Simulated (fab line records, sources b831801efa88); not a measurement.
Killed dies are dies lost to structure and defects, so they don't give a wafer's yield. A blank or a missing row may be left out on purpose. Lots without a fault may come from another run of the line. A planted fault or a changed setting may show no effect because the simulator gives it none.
fab line records | flow gf180mcu
record lots=5 wafers=15 last_day=34
route steps=602 shown MIM@517 M5@526 V5@540
lots that met no fault: from a run of the same line without faults
start_h: hours from the record's first day to the start of the lot's first wafer shown | wait_h: hours since the lot's step before | " the same as in the row above | L1.1+2: a row that stands for several wafers | - no value, or no start given | * or withheld: withheld | < > ~ a bound
route shown NAME@n: a module of which the file shows steps, and the number in the route of the first | usual: mean/standard deviation of fault-free wafers | same: alike in all rows | chamber/n: place in a boat | sites: the reading at each site | _std_site: their standard deviation | _edge_site: outer sites' mean less inner sites' | radius_mm: how far each site lies from the wafer's centre | mask NAME#n: copy n | behind: the tool/chamber that last shaped the wafer | hold: why the lot was held/for how many hours/how that ended | device: the transistor (n, p or np) that didn't switch | end of line: the same wafers' tests at the end of the route | a step without rows: its recipe alone | killed: dies lost to structure and defects at the first sort, not the wafer's yield | map: a wafer's dies, x killed, . not, _ none there
set.NAME: the setting as run; set.NAME@STEP: as run at that earlier step | model.NAME: the simulator's own value behind a step, which no gauge read
lots at some steps of the route; a table a step, a row a wafer
services: from which hour (start_h, from the record's first day; less than 0 if before it) a tool's chamber was out of use, for how many hours, and why
## steps
# step GF_MIM_COAT_14
# recipe resist=NOVOLAK spin_rpm=3000 resist_thk_nm=1000
# columns lot.wafer tool chamber start_h wait_h
L086.1+2+3 litho_track-03 0 678.17 0.1
L088.1+3+6 litho_track-01 0 692.77 0.1
L090.2+4+5 litho_track-03 0 702.10 0.1
L092.1+2+3 litho_track-03 0 717.27 0.1
L095.1+3+5 litho_track-02 0 732.92 0.1
# step GF_MIM_SOFTBAKE_15
# recipe temp_c=90 time_s=60 resist=NOVOLAK
# columns lot.wafer tool chamber start_h wait_h
L086.1+2+3 litho_track-03 0 678.32 0.1
L088.1+3+6 litho_track-01 0 692.92 0.1
L090.2+4+5 litho_track-03 0 702.25 0.1
L092.1+2+3 litho_track-03 0 717.42 0.1
L095.1+3+5 litho_track-02 0 733.07 0.1
# step GF_MIM_EXPOSE_16
# recipe mask_id=FuseTop target_cd_nm=2000 na=0.6 source_shape=conventional sigma_outer=0.6 dose_mj=140
# columns lot.wafer tool chamber start_h wait_h mask
L086.1+2+3 iline_stepper-02 0 - - FuseTop#0
L088.1+3+6 iline_stepper-02 0 - - FuseTop#0
L090.2+4+5 iline_stepper-02 0 - - FuseTop#0
L092.1+2+3 iline_stepper-02 0 - - FuseTop#0
L095.1+3+5 iline_stepper-02 0 - - FuseTop#0
# step GF_MIM_PEB_17
# recipe temp_c=withheld time_s=* resist=NOVOLAK
# columns lot.wafer tool chamber start_h wait_h
L086.1+2+3 litho_track-03 0 - -
L088.1+3+6 litho_track-01 0 - -
L090.2+4+5 litho_track-01 0 - -
L092.1+2+3 litho_track-02 0 - -
L095.1+3+5 litho_track-03 0 - -
# step GF_MIM_DEVELOP_18
# recipe develop_time_s=60 dev_temp_c=23
# usual developer_temp_C=23.02/0.099
# columns lot.wafer tool chamber start_h wait_h developer_temp_C
L086.1 litho_track-03 0 688.07 0.1 23.10
L086.2 " 0 " " 23.06
L086.3 " 0 " " 22.92
L088.1 litho_track-01 0 702.12 0.1 22.92
L088.3 " 0 " " 22.90
L088.6 " 0 " " 22.79
L090.2 litho_track-01 0 710.94 0.1 22.95
L090.4 " 0 " " 22.93
L090.5 " 0 " " 22.87
L092.1 litho_track-02 0 726.47 0.1 23.00
L092.2 " 0 " " 23.28
L092.3 " 0 " " 23.17
L095.1 litho_track-03 0 738.82 0.1 22.94
L095.3 " 0 " " 23.06
L095.5 " 0 " " 23.01
# step GF_MIM_METAL_ETCH_19
# recipe chemistry=Cl2/BCl3 mask_material=NOVOLAK stop_on=Si3N4 target_depth_nm=324.5 pressure_mtorr=8 icp_w=800 bias_w=140 Cl2_flow_sccm=80 bcl3_flow_sccm=40 time_s=54.1
# usual drypump_motor_current_A=5.7/0.54 oes_product_au=0.943/0.0072 rf_fwd_power_W=793.0/2.8 throttle_valve_pct=28.283/0.013
# columns lot.wafer tool chamber start_h wait_h drypump_motor_current_A oes_product_au rf_fwd_power_W rf_hours_counter_h throttle_valve_pct
L086.1 rie_metal-04 0 688.22 0.1 6.2 0.950 790.5 8.6 28.263
L086.2 " 1 " " 4.8 0.954 798.8 6.2 28.264
L086.3 " 1 " " 4.8 0.943 797.3 - 28.272
L088.1 rie_metal-04 1 702.27 0.1 4.8 0.942 798.2 6.7 28.279
L088.3 " 0 " " 6.1 0.949 790.7 - 28.288
L088.6 " 0 " " 6.1 0.943 790.2 - 28.270
L090.2 rie_metal-02 0 711.09 0.1 5.8 0.942 795.2 - 28.269
L090.4 " 0 " " 5.8 0.947 793.5 - 28.272
L090.5 " 0 " " 5.8 0.932 792.1 - 28.306
L092.1 rie_metal-02 1 726.62 0.1 6.2 0.953 791.1 0.0 28.276
L092.2 " 0 " " 5.8 0.937 791.2 12.3 28.306
L092.3 " 1 " " 6.2 0.941 791.6 - 28.291
L095.1 rie_metal-04 0 738.97 0.1 6.1 0.941 789.3 11.0 28.295
L095.3 " 0 " " 6.1 0.943 792.9 - 28.255
L095.5 " 0 " " 6.1 0.945 791.9 - 28.279
# step GF_MIM_STRIP_20
# recipe chemistry=O2/N2 power_w=1400 pressure_mtorr=1500 platen_temp_c=250 o2_flow_sccm=3000 n2_flow_sccm=300 overash_fraction=0.5
# usual drypump_motor_current_A=6.1/0.53 heater_power_w=344/30 oes_product_au=0.691/0.0045 platen_temp_c=249.99/0.18 strip_time_to_endpoint_s=11.22/0.051
# columns lot.wafer tool chamber start_h wait_h drypump_motor_current_A heater_power_w oes_product_au platen_temp_c rf_hours_counter_h strip_time_to_endpoint_s
L086.1 plasma_asher-03 0 688.29 0.0 6.7 311 0.694 249.86 94 11.26
L086.2 " 1 " " 6.5 348 0.693 249.83 94 11.28
L086.3 " 1 " " 6.5 352 0.693 250.02 - 11.29
L088.1 plasma_asher-03 0 702.34 0.0 6.7 312 0.685 250.25 96 11.19
L088.3 " 0 " " 6.7 313 0.693 250.11 - 11.22
L088.6 " 1 " " 6.6 347 0.691 250.26 - 11.23
L090.2 plasma_asher-02 0 711.21 0.1 5.6 375 0.686 250.00 60 11.21
L090.4 " 0 " " 5.6 372 0.695 249.86 - 11.22
L090.5 " 1 " " 5.8 317 0.697 250.18 - 11.19
L092.1 plasma_asher-04 0 726.69 0.0 5.3 324 0.692 249.93 30 11.22
L092.2 " 1 " " 6.4 399 0.692 250.02 30 11.33
L092.3 " 0 " " 5.3 328 0.689 250.11 - 11.21
L095.1 plasma_asher-03 1 739.04 0.0 6.5 337 0.693 249.88 101 11.19
L095.3 " 0 " " 6.7 312 0.699 249.78 - 11.21
L095.5 " 0 " " 6.7 303 0.699 250.18 - 11.18
# step GF_MIM_STRIP_21
# recipe chemistry=post_etch_residue_remover time_s=1200 temp_c=72.5
# columns lot.wafer tool chamber start_h wait_h
L086.1+2+3 wet_bench-01 1 688.39 0.1
L088.1+3+6 wet_bench-04 1 702.44 0.1
L090.2+4+5 wet_bench-01 2 711.31 0.1
L092.1+2+3 wet_bench-01 0 726.79 0.1
L095.1+3+5 wet_bench-01 3 739.14 0.1
# step GF_MIM_CLEAN_22
# recipe chemistry=DIW dry=n2_spin
# columns lot.wafer tool chamber start_h wait_h
L086.1+2+3 wet_bench-04 1 688.74 0.0
L088.1+3+6 wet_bench-01 1 702.78 0.0
L090.2+4+5 wet_bench-01 1 711.65 0.0
L092.1+2+3 wet_bench-01 3 727.13 0.0
L095.1+3+5 wet_bench-03 0 739.49 0.0
# step GF_M5_DEHYDRATE_00
# recipe temp_c=200 time_s=60
# columns lot.wafer tool chamber start_h wait_h
L086.1+2+3 litho_track-04 0 697.48 8.7
L088.1+3+6 litho_track-04 0 711.13 8.3
L090.2+4+5 litho_track-04 0 720.00 8.3
L092.1+2+3 litho_track-04 0 735.38 8.2
L095.1+3+5 litho_track-04 0 742.48 2.9
# step GF_M5_HMDS_01
# recipe prime_time_s=60 prime_temp_c=120
# same prime_time_s=60
# columns lot.wafer tool chamber start_h wait_h
L086.1+2+3 litho_track-04 0 697.63 0.1
L088.1+3+6 litho_track-04 0 711.28 0.1
L090.2+4+5 litho_track-04 0 720.15 0.1
L092.1+2+3 litho_track-04 0 735.53 0.1
L095.1+3+5 litho_track-04 0 742.63 0.1
# step GF_M5_COAT_02
# recipe resist=KrF spin_rpm=withheld resist_thk_nm=1000
# columns lot.wafer tool chamber start_h wait_h
L086.1+2+3 litho_track-04 0 697.78 0.1
L088.1+3+6 litho_track-04 0 711.43 0.1
L090.2+4+5 litho_track-04 0 720.30 0.1
L092.1+2+3 litho_track-04 0 735.68 0.1
L095.1+3+5 litho_track-04 0 742.78 0.1
# step GF_M5_SOFTBAKE_03
# recipe temp_c=130 time_s=60 resist=KrF
# columns lot.wafer tool chamber start_h wait_h
L086.1+2+3 litho_track-04 0 697.93 0.1
L088.1+3+6 litho_track-04 0 711.58 0.1
L090.2+4+5 litho_track-04 0 720.45 0.1
L092.1+2+3 litho_track-04 0 735.83 0.1
L095.1+3+5 litho_track-04 0 742.93 0.1
# step GF_M5_EXPOSE_04
# recipe mask_id=Metal5 target_cd_nm=280 na=0.68 source_shape=conventional sigma_outer=0.6 dose_mj=28
# columns lot.wafer tool chamber start_h wait_h mask
L086.1+2+3 krf_scanner-01 0 - - Metal5#0
L088.1+3+6 krf_scanner-02 0 - - Metal5#0
L090.2+4+5 krf_scanner-01 0 - - Metal5#0
L092.1+2+3 krf_scanner-01 0 - - Metal5#0
L095.1+3+5 krf_scanner-02 0 - - Metal5#0
# step GF_M5_PEB_05
# recipe peb_temp_c=135 peb_time_s=90 resist=KrF
# columns lot.wafer tool chamber start_h wait_h
L086.1+2+3 litho_track-01 0 - -
L088.1+3+6 litho_track-01 0 - -
L090.2+4+5 litho_track-01 0 - -
L092.1+2+3 litho_track-01 0 - -
L095.1+3+5 litho_track-01 0 - -
# step GF_M5_DEVELOP_06
# recipe develop_time_s=60 dev_temp_c=21
# usual developer_temp_C=21.00/0.11
# columns lot.wafer tool chamber start_h wait_h developer_temp_C
L086.1 litho_track-01 0 707.12 0.2 21.03
L086.2 " 0 " " 21.00
L086.3 " 0 " " 21.06
L088.1 litho_track-01 0 720.72 0.2 21.14
L088.3 " 0 " " 21.03
L088.6 " 0 " " 21.15
L090.2 litho_track-01 0 729.19 0.2 20.91
L090.4 " 0 " " 20.95
L090.5 " 0 " " 20.88
L092.1 litho_track-01 0 740.82 0.2 21.01
L092.2 " 0 " " 20.97
L092.3 " 0 " " 21.02
L095.1 litho_track-01 0 745.47 0.2 21.06
L095.3 " 0 " " 20.93
L095.5 " 0 " " 20.94
# step GF_M5_CD_MEAS_07
# recipe target_cd_nm=280
# usual cd_nm=280.3/1.5
# columns lot.wafer tool chamber start_h wait_h cd_nm
L086.1 cd_sem-01 - 707.27 0.1 280.0
L086.2 " - " " 281.5
L086.3 " - " " 280.1
L088.1 cd_sem-02 - 720.87 0.1 279.1
L088.3 " - " " 280.4
L088.6 " - " " 279.6
L090.2 cd_sem-01 - 729.34 0.1 282.3
L090.4 " - " " 283.0
L090.5 " - " " 283.2
L092.1 cd_sem-01 - 740.97 0.1 279.4
L092.2 " - " " 280.3
L092.3 " - " " 280.0
L095.1 cd_sem-02 - 745.62 0.1 279.9
L095.3 " - " " 279.9
L095.5 " - " " 278.9
# step GF_M5_OVL_MEAS_08
# usual M5_OVL=-3/5.8
# columns lot.wafer tool chamber start_h wait_h M5_OVL[nm]
L086.1 overlay-01 - 707.39 0.1 -12
L086.2 " - " " -4
L086.3 " - " " -8
L088.1 overlay-02 - 720.99 0.1 0
L088.3 " - " " -3
L088.6 " - " " -4
L090.2 overlay-01 - 729.45 0.1 1
L090.4 " - " " 3
L090.5 " - " " 2
L092.1 overlay-01 - 741.09 0.1 -3
L092.2 " - " " -1
L092.3 " - " " -2
L095.1 overlay-02 - 745.74 0.1 -9
L095.3 " - " " -6
L095.5 " - " " -1
# step GF_M5_ETCH_09
# recipe chemistry=CF4/O2 target=Si3N4 target_depth_nm=52 source_w=800 bias_w=150 pressure_mtorr=150 cf4_flow_sccm=80 O2_flow_sccm=10 time_s=11.6
# usual drypump_motor_current_A=5.6/0.48 oes_product_au=1.003/0.014 rf_fwd_power_W=786/4.1 throttle_valve_pct=5.972/0.0097
# columns lot.wafer tool chamber start_h wait_h drypump_motor_current_A oes_product_au rf_fwd_power_W rf_hours_counter_h throttle_valve_pct
L086.1 rie_diel-02 3 707.43 0.0 5.1 0.999 783 28 5.967
L086.2 " 0 " " 6.0 1.009 784 54 5.983
L086.3 " 1 " " 5.8 1.007 789 16 5.974
L088.1 rie_diel-02 1 721.03 0.0 5.8 1.005 790 17 5.979
L088.3 " 2 " " 5.3 0.976 788 4 5.953
L088.6 " 1 " " 5.8 1.005 789 - 5.976
L090.2 rie_diel-01 3 729.48 0.0 5.0 0.993 787 23 5.966
L090.4 " 2 " " 5.4 1.013 784 - 5.970
L090.5 " 3 " " 5.0 0.998 787 - 5.967
L092.1 rie_diel-01 0 741.13 0.0 6.6 0.998 788 46 5.984
L092.2 " 3 " " 5.0 0.997 788 24 5.969
L092.3 " 2 " " 5.4 1.019 787 11 5.965
L095.1 rie_diel-02 3 745.77 0.0 5.0 1.000 779 30 5.970
L095.3 " 2 " " 5.3 0.975 790 6 5.968
L095.5 " 3 " " 5.0 0.994 780 - 5.984
# step GF_M5_METAL_ETCH_10
# recipe chemistry=Cl2/BCl3 mask_material=KrF target_depth_nm=750.8 stop_on=SiO2 pressure_mtorr=8 icp_w=800 bias_w=140 Cl2_flow_sccm=80 bcl3_flow_sccm=40 time_s=125.1
# usual drypump_motor_current_A=5.8/0.61 oes_product_au=0.987/0.0086 rf_fwd_power_W=795.7/2.7 throttle_valve_pct=28.233/0.011
# columns lot.wafer tool chamber start_h wait_h drypump_motor_current_A oes_product_au rf_fwd_power_W rf_hours_counter_h throttle_valve_pct
L086.1 rie_metal-03 1 707.45 0.0 6.5 0.984 792.3 5 28.228
L086.2 " 0 " " 4.8 0.988 794.1 11 28.224
L086.3 " 1 " " 6.5 0.993 794.1 - 28.230
L088.1 rie_metal-03 0 721.05 0.0 4.8 0.990 798.0 11 28.239
L088.3 " 1 " " 6.5 0.985 791.2 - 28.240
L088.6 " 1 " " 6.5 0.979 793.4 - 28.248
L090.2 rie_metal-04 1 729.50 0.0 4.9 0.994 797.1 8 28.227
L090.4 " 1 " " 4.8 0.995 797.9 - 28.218
L090.5 " 1 " " 4.9 0.996 798.2 - 28.218
L092.1 rie_metal-02 1 741.15 0.0 6.2 0.999 796.0 1 28.226
L092.2 " 0 " " 5.8 0.972 796.8 13 28.248
L092.3 " 1 " " 6.2 0.986 796.5 - 28.229
L095.1 rie_metal-04 1 745.80 0.0 4.8 0.991 792.2 9 28.234
L095.3 " 0 " " 6.1 0.986 792.5 - 28.227
L095.5 " 0 " " 6.1 0.999 796.6 - 28.224
# step GF_M5_STRIP_11
# recipe chemistry=O2/N2 power_w=1400 pressure_mtorr=1500 platen_temp_c=250 o2_flow_sccm=3000 n2_flow_sccm=300 overash_fraction=0.5
# usual drypump_motor_current_A=5.9/0.46 heater_power_w=352/32 oes_product_au=0.525/0.005 platen_temp_c=250.01/0.21 strip_time_to_endpoint_s=7.07/0.064
# columns lot.wafer tool chamber start_h wait_h drypump_motor_current_A heater_power_w oes_product_au platen_temp_c rf_hours_counter_h strip_time_to_endpoint_s
L086.1 plasma_asher-04 1 707.58 0.1 6.5 398 0.523 249.53 28 7.04
L086.2 " 0 " " 5.3 328 0.527 250.14 28 7.05
L086.3 " 0 " " 5.3 329 0.521 249.97 - 7.04
L088.1 plasma_asher-01 1 721.18 0.1 6.2 324 0.527 250.01 106 7.09
L088.3 " 1 " " 6.2 316 0.529 250.17 - 7.11
L088.6 " 0 " " 6.3 347 0.526 249.95 - 7.13
L090.2 plasma_asher-02 0 729.63 0.1 5.6 377 0.514 249.67 62 6.98
L090.4 " 1 " " 5.7 314 0.515 250.23 - 6.97
L090.5 " 1 " " 5.7 327 0.520 250.23 - 7.02
L092.1 plasma_asher-04 0 741.28 0.1 5.3 321 0.528 250.29 33 7.03
L092.2 " 1 " " 6.4 393 0.530 249.94 33 7.18
L092.3 " 0 " " 5.3 327 0.521 250.23 - 7.02
L095.1 plasma_asher-04 1 745.93 0.1 6.4 404 0.518 250.24 34 6.97
L095.3 " 1 " " 6.4 397 0.520 250.09 - 7.00
L095.5 " 1 " " 6.5 396 0.517 250.10 - 7.00
# step GF_M5_STRIP_12
# recipe chemistry=post_etch_residue_remover time_s=1200 temp_c=72.5
# columns lot.wafer tool chamber start_h wait_h
L086.1+2+3 wet_bench-02 3 707.68 0.1
L088.1+3+6 wet_bench-02 0 721.28 0.1
L090.2+4+5 wet_bench-01 1 729.73 0.1
L092.1+2+3 wet_bench-03 0 741.38 0.1
L095.1+3+5 wet_bench-01 0 746.03 0.1
# step GF_M5_CLEAN_13
# recipe chemistry=DIW dry=n2_spin
# columns lot.wafer tool chamber start_h wait_h
L086.1+2+3 wet_bench-01 3 708.02 0.0
L088.1+3+6 wet_bench-01 3 721.62 0.0
L090.2+4+5 wet_bench-03 2 730.07 0.0
L092.1+2+3 wet_bench-02 1 741.72 0.0
L095.1+3+5 wet_bench-03 2 746.37 0.0
# step GF_V5_CVD_00
# recipe material=SiO2 target_thk_nm=300 sigma_open_frac=0.3 temp_c=400 time_s=50 sih4_flow_sccm=60 pressure_mtorr=6
# columns lot.wafer tool chamber start_h wait_h
L086.1+2+3 hdpcvd-02 1,2,0 708.12 0.0
L088.1+3+6 hdpcvd-02 2,1,2 721.71 0.0
L090.2+4+5 hdpcvd-02 2,1,0 730.16 0.0
L092.1+2+3 hdpcvd-02 0,1,2 741.81 0.0
L095.1+3+5 hdpcvd-02 2,1,1 746.46 0.0
# step GF_V5_THK_MEAS_01
# recipe reads=SiO2_of_V5_CVD_00
# usual V5_CVD_00_THK=301/4.5
# columns lot.wafer tool chamber start_h wait_h V5_CVD_00_THK[nm]
L086.1 film_metro-02 - 708.16 0.0 292
L086.2 " - " " 297
L086.3 " - " " 297
L088.1 film_metro-02 - 721.76 0.0 297
L088.3 " - " " 294
L088.6 " - " " 296
L090.2 film_metro-03 - 730.22 0.0 295
L090.4 " - " " 299
L090.5 " - " " 297
L092.1 film_metro-04 - 741.86 0.0 303
L092.2 " - " " 299
L092.3 " - " " 298
L095.1 film_metro-02 - 746.53 0.0 296
L095.3 " - " " 298
L095.5 " - " " 299
# step GF_V5_CVD_02
# recipe material=SiO2 target_thk_nm=1450 precursor=TEOS temp_c=400 time_s=163.28 rf_w=600
# usual heater_power_w=634/92 rf_fwd_power_W=597.6/1.9
# columns lot.wafer tool chamber start_h wait_h heater_power_w rf_fwd_power_W
L086.1 pecvd-01 1 708.22 0.1 647 596.2
L086.2 " 0 " " 647 593.5
L086.3 " 2 " " 524 598.4
L088.1 pecvd-04 1 721.82 0.1 617 597.2
L088.3 " 0 " " 793 599.6
L088.6 " 1 " " 509 598.5
L090.2 pecvd-04 1 730.27 0.0 520 597.1
L090.4 " 2 " " 716 596.6
L090.5 " 0 " " 675 599.7
L092.1 pecvd-02 1 741.92 0.1 603 598.0
L092.2 " 0 " " 571 592.9
L092.3 " 2 " " 749 599.1
L095.1 pecvd-02 1 746.59 0.1 531 595.2
L095.3 " 0 " " 655 598.8
L095.5 " 0 " " 511 595.5
# step GF_V5_THK_MEAS_03
# recipe reads=SiO2_of_V5_CVD_02
# usual V5_CVD_02_THK=1438/23
# columns lot.wafer tool chamber start_h wait_h V5_CVD_02_THK[nm]
L086.1 film_metro-04 - 708.33 0.1 1429
L086.2 " - " " 1448
L086.3 " - " " 1432
L088.1 film_metro-03 - 721.92 0.1 1391
L088.3 " - " " 1398
L088.6 " - " " 1407
L090.2 film_metro-03 - 730.38 0.1 1395
L090.4 " - " " 1424
L090.5 " - " " 1421
L092.1 film_metro-03 - 742.02 0.1 1445
L092.2 " - " " 1412
L092.3 " - " " 1416
L095.1 film_metro-02 - 746.69 0.1 1412
L095.3 " - " " 1396
L095.5 " - " " 1413
# step GF_V5_CMP_04
# recipe material=SiO2 down_force_psi=4 platen_rpm=60 pad_velocity_m_s=0.94248
# usual motor_current_A=11.9/1.1
# columns lot.wafer tool chamber start_h wait_h motor_current_A
L086.2 cmp-01 3 708.39 0.0 12.8
L086.1 " 0 " " 11.3
L086.3 " 2 " " 10.4
L088.1 cmp-01 2 721.98 0.1 11.4
L088.3 " 1 " " 11.0
L088.6 " 2 " " 10.4
L090.4 cmp-02 0 751.12 20.7 11.5
L090.2 " 2 " " 12.6
L090.5 " 3 " " 11.3
L092.2 cmp-02 0 761.57 19.5 11.7
L092.3 " 1 " " 13.2
L092.1 " 3 " " 11.6
L095.1 cmp-02 1 763.37 16.7 14.1
L095.3 " 2 " " 12.2
L095.5 " 1 " " 14.4
# step GF_V5_BOW_MEAS_05
# recipe mode=bow
# usual V5_BOW=137/8.3
# columns lot.wafer tool chamber start_h wait_h V5_BOW[um]
L086.1 film_metro-03 - 708.69 0.2 133
L086.2 " - " " 136
L086.3 " - " " 147
L088.1 film_metro-02 - 722.28 0.2 131
L088.3 " - " " 147
L088.6 " - " " 127
L090.2 film_metro-02 - 751.39 0.1 121
L090.4 " - " " 119
L090.5 " - " " 125
L092.1 film_metro-02 - 761.87 0.1 131
L092.2 " - " " 124
L092.3 " - " " 135
L095.1 film_metro-02 - 763.67 0.2 131
L095.3 " - " " 130
L095.5 " - " " 131
# step GF_V5_DEHYDRATE_06
# recipe temp_c=200 time_s=60
# columns lot.wafer tool chamber start_h wait_h
L086.1+2+3 litho_track-04 0 716.78 8.1
L088.1+3+6 litho_track-02 0 730.67 8.4
L090.2+4+5 litho_track-01 0 752.59 1.2
L092.1+2+3 litho_track-04 0 765.23 3.3
L095.1+3+5 litho_track-02 0 767.72 4.0
# step GF_V5_HMDS_07
# recipe prime_time_s=60 prime_temp_c=120
# same prime_time_s=60
# columns lot.wafer tool chamber start_h wait_h
L086.1+2+3 litho_track-04 0 716.93 0.1
L088.1+3+6 litho_track-02 0 730.82 0.1
L090.2+4+5 litho_track-01 0 752.74 0.1
L092.1+2+3 litho_track-04 0 765.38 0.1
L095.1+3+5 litho_track-02 0 767.87 0.1
# step GF_V5_COAT_08
# recipe resist=BARC temp_c=withheld time_s=withheld spin_rpm=withheld resist_thk_nm=withheld
# columns lot.wafer tool chamber start_h wait_h
L086.1+2+3 litho_track-04 0 717.08 0.1
L088.1+3+6 litho_track-02 0 730.97 0.1
L090.2+4+5 litho_track-01 0 752.89 0.1
L092.1+2+3 litho_track-04 0 765.53 0.1
L095.1+3+5 litho_track-02 0 768.02 0.1
# step GF_V5_COAT_09
# recipe resist=KrF spin_rpm=withheld resist_thk_nm=1000
# columns lot.wafer tool chamber start_h wait_h
L086.1+2+3 litho_track-04 0 - -
L088.1+3+6 litho_track-02 0 - -
L090.2+4+5 litho_track-01 0 - -
L092.1+2+3 litho_track-04 0 - -
L095.1+3+5 litho_track-02 0 - -
# step GF_V5_SOFTBAKE_10
# recipe temp_c=130 time_s=60 resist=KrF
# columns lot.wafer tool chamber start_h wait_h
L086.1+2+3 litho_track-04 0 - -
L088.1+3+6 litho_track-02 0 - -
L090.2+4+5 litho_track-01 0 - -
L092.1+2+3 litho_track-04 0 - -
L095.1+3+5 litho_track-02 0 - -
# step GF_V5_EXPOSE_11
# recipe mask_id=Via5 target_cd_nm=260 na=0.68 source_shape=conventional sigma_outer=0.6 dose_mj=38
# columns lot.wafer tool chamber start_h wait_h mask
L086.1+2+3 krf_scanner-01 0 - - Via5#0
L088.1+3+6 krf_scanner-01 0 - - Via5#0
L090.2+4+5 krf_scanner-02 0 - - Via5#0
L092.1+2+3 krf_scanner-02 0 - - Via5#0
L095.1+3+5 krf_scanner-02 0 - - Via5#0
# step GF_V5_PEB_12
# recipe peb_temp_c=135 peb_time_s=90 resist=KrF
# columns lot.wafer tool chamber start_h wait_h
L086.1+2+3 litho_track-01 0 - -
L088.1+3+6 litho_track-01 0 - -
L090.2+4+5 litho_track-02 0 - -
L092.1+2+3 litho_track-02 0 - -
L095.1+3+5 litho_track-02 0 - -
# step GF_V5_DEVELOP_13
# recipe develop_time_s=60 resist=KrF dev_temp_c=21
# usual developer_temp_C=20.98/0.1
# columns lot.wafer tool chamber start_h wait_h developer_temp_C
L086.1 litho_track-01 0 726.37 0.2 20.81
L086.2 " 0 " " 20.98
L086.3 " 0 " " 21.01
L088.1 litho_track-01 0 737.72 0.2 20.78
L088.3 " 0 " " 21.02
L088.6 " 0 " " 20.98
L090.2 litho_track-02 0 756.14 0.2 20.99
L090.4 " 0 " " 21.01
L090.5 " 0 " " 20.99
L092.1 litho_track-02 0 770.52 0.2 21.13
L092.2 " 0 " " 20.95
L092.3 " 0 " " 20.95
L095.1 litho_track-02 0 773.07 0.2 20.91
L095.3 " 0 " " 20.96
L095.5 " 0 " " 20.91
# step GF_V5_CD_MEAS_14
# recipe target_cd_nm=260
# usual cd_nm=260.0/1.3
# columns lot.wafer tool chamber start_h wait_h cd_nm
L086.1 cd_sem-02 - 726.52 0.1 259.0
L086.2 " - " " 259.5
L086.3 " - " " 259.5
L088.1 cd_sem-01 - 737.87 0.1 259.1
L088.3 " - " " 258.1
L088.6 " - " " 257.8
L090.2 cd_sem-01 - 756.29 0.1 259.5
L090.4 " - " " 258.5
L090.5 " - " " 258.8
L092.1 cd_sem-01 - 770.67 0.1 262.0
L092.2 " - " " 263.2
L092.3 " - " " 264.2
L095.1 cd_sem-01 - 773.22 0.1 260.1
L095.3 " - " " 260.3
L095.5 " - " " 260.1
# step GF_V5_OVL_MEAS_15
# usual V5_OVL=-2/5.8
# columns lot.wafer tool chamber start_h wait_h V5_OVL[nm]
L086.1 overlay-02 - 726.64 0.1 5
L086.2 " - " " 2
L086.3 " - " " 5
L088.1 overlay-01 - 737.99 0.1 12
L088.3 " - " " 15
L088.6 " - " " 14
L090.2 overlay-01 - 756.39 0.1 11
L090.4 " - " " 8
L090.5 " - " " 1
L092.1 overlay-01 - 770.79 0.1 -3
L092.2 " - " " -2
L092.3 " - " " 0
L095.1 overlay-01 - 773.34 0.1 5
L095.3 " - " " 2
L095.5 " - " " 0
# step GF_V5_ETCH_16
# recipe chemistry=N2/H2 target_depth_a=withheld overetch_a=withheld time_s=withheld target=BARC ion_energy_ev=200 source_w=500 bias_w=100 pressure_mtorr=30 n2_flow_sccm=100 h2_flow_sccm=200
# usual drypump_motor_current_A=5.6/0.57 oes_product_au=0.854/0.0052 rf_fwd_power_W=495.2/1.9 throttle_valve_pct=13.225/0.0089
# columns lot.wafer tool chamber start_h wait_h drypump_motor_current_A oes_product_au rf_fwd_power_W throttle_valve_pct
L086.1 rie_diel-02 1 726.68 0.0 5.8 0.854 499.4 13.216
L086.2 " 2 " " 5.4 0.851 496.9 13.206
L086.3 " 3 " " 5.1 0.854 493.1 13.215
L088.1 rie_diel-02 3 738.03 0.0 5.1 0.852 493.6 13.236
L088.3 " 2 " " 5.4 0.861 494.5 13.220
L088.6 " 3 " " 5.1 0.859 494.7 13.208
L090.2 rie_diel-03 3 756.42 0.0 5.8 0.857 497.4 13.202
L090.4 " 0 " " 4.9 0.857 494.7 13.222
L090.5 " 0 " " 4.9 0.844 495.4 13.220
L092.1 rie_diel-01 3 770.82 0.0 5.0 0.860 495.8 13.235
L092.2 " 0 " " 6.6 0.855 498.3 13.228
L092.3 " 1 " " 5.9 0.856 496.0 13.218
L095.1 rie_diel-01 1 773.37 0.0 5.9 0.849 495.5 13.230
L095.3 " 2 " " 5.4 0.861 491.4 13.236
L095.5 " 3 " " 5.0 0.845 498.4 13.223
# step GF_V5_ETCH_17
# recipe chemistry=C4F8/O2/Ar mask_material=KrF target=SiO2 stop_on=TiN source_w=1500 bias_w=1200 pressure_mtorr=40 c4f8_flow_sccm=withheld O2_flow_sccm=6 Ar_flow_sccm=300 time_s=withheld target_depth_a=8550
# usual oes_product_au=0.860/0.0052 rf_fwd_power_W=1495/4.7
# columns lot.wafer tool chamber start_h wait_h oes_product_au rf_fwd_power_W
L086.1 rie_diel-02 1 - - 0.858 1490
L086.2 " 2 " " 0.864 1493
L086.3 " 3 " " 0.860 1506
L088.1 rie_diel-02 3 - - 0.863 1498
L088.3 " 2 " " 0.857 1495
L088.6 " 3 " " 0.868 1491
L090.2 rie_diel-03 3 - - 0.860 1498
L090.4 " 0 " " 0.863 1495
L090.5 " 0 " " 0.857 1497
L092.1 rie_diel-01 3 - - 0.863 1492
L092.2 " 0 " " 0.857 1496
L092.3 " 1 " " 0.852 1497
L095.1 rie_diel-01 1 - - 0.861 1495
L095.3 " 2 " " 0.865 1496
L095.5 " 3 " " 0.854 1494
## services
# columns tool chamber start_h hours kind
pecvd-02 - 659.52 2.8 repair
krf_scanner-01 - 668.41 3.6 pm
cmp-02 - 672.38 3.4 pm
rie_diel-02 - 678.49 0.9 repair
rie_metal-02 - 683.72 1.0 repair
iline_stepper-02 - 691.04 1.7 pm
rie_metal-02 - 691.19 1.4 pm
cmp-02 - 704.18 2.2 repair
plasma_asher-04 - 708.71 4.5 repair
cmp-02 - 709.46 0.5 repair
wet_bench-03 - 716.68 1.9 repair
plasma_asher-03 - 718.35 0.4 repair
cmp-02 - 720.03 24.3 pm
rie_diel-01 0 725.72 14.7 repair
rie_diel-02 3 731.77 5.2 repair
krf_scanner-02 - 741.78 1.0 pm
cmp-02 - 744.37 4.0 pm
hdpcvd-02 0 745.75 6.1 repair
rie_metal-02 1 747.65 12.5 repair
rie_diel-02 - 753.30 1.1 repair
krf_scanner-01 - 759.19 1.3 pm
krf_scanner-02 - 760.66 1.3 pm
wet_bench-02 - 762.88 3.5 repair
krf_scanner-01 - 768.79 1.0 pm
## key
fault none
